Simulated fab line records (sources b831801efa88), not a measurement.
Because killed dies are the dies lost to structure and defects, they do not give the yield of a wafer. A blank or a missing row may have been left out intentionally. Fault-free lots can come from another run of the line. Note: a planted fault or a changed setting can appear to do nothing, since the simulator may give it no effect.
The same fault as seen by 2 desks :: flow gf180mcu :: every desk sees just its own numbers, and what lay behind them comes last

== DESK OF THE TOOL OWNER: cmp-02 ==
The tool's own readings at GF_V5_CMP_04 (polishes SiO2): means of the sampled wafers that have a number, for each lot that ran on this tool. If a lot's mean is further than 4 standard deviations from the usual mean, the lot is out of limits and carries the mark OUT (the distance appears in the brackets).
Columns: A = motor-current-A at GF_V5_CMP_04, usual 11.8 A
lot: L640
first seen here: day 26 17:44
A: 12.4

lot: L642
first seen here: day 27 11:22
A: 12.5

lot: L644
first seen here: day 28 05:07
A: 12.7

lot: L648
first seen here: day 29 19:26
A: 11.6

lot: L660
first seen here: day 32 13:25
A: 11.9
This desk's finding: nothing out of limits on any of the 5 lots.

== METROLOGY DESK ==
What the gauges read, lot by lot, whatever tool the lot ran on: means of the sampled wafers that have a number. If a lot's mean is further than 4 standard deviations from the usual mean, the lot is out of limits and carries the mark OUT (the distance appears in the brackets).
Columns: A = M4_OVL at GF_M4_OVL_MEAS_15, usual 5 nm
lot: L639
first seen here: day 23 02:19
A: 6

lot: L640
first seen here: day 23 20:29
A: -1

lot: L641
first seen here: day 24 00:19
A: 8

lot: L642
first seen here: day 24 16:43
A: 11

lot: L644
first seen here: day 25 11:58
A: 9

lot: L646
first seen here: day 26 03:16
A: 8

lot: L645
first seen here: day 26 18:49
A: 0

lot: L647
first seen here: day 26 23:05
A: 7

lot: L648
first seen here: day 27 07:01
A: 10

lot: L651
first seen here: day 27 22:34
A: 9

lot: L656
first seen here: day 28 22:11
A: 10

lot: L660
first seen here: day 30 03:43
A: -4
This desk's finding: nothing out of limits on any of the 12 lots.

== BROUGHT TOGETHER ==
The desk of the tool owner found nothing out of limits.
Metrology desk: nothing out of limits seen.

== WHAT WAS PUT IN BY THE SIMULATOR ==
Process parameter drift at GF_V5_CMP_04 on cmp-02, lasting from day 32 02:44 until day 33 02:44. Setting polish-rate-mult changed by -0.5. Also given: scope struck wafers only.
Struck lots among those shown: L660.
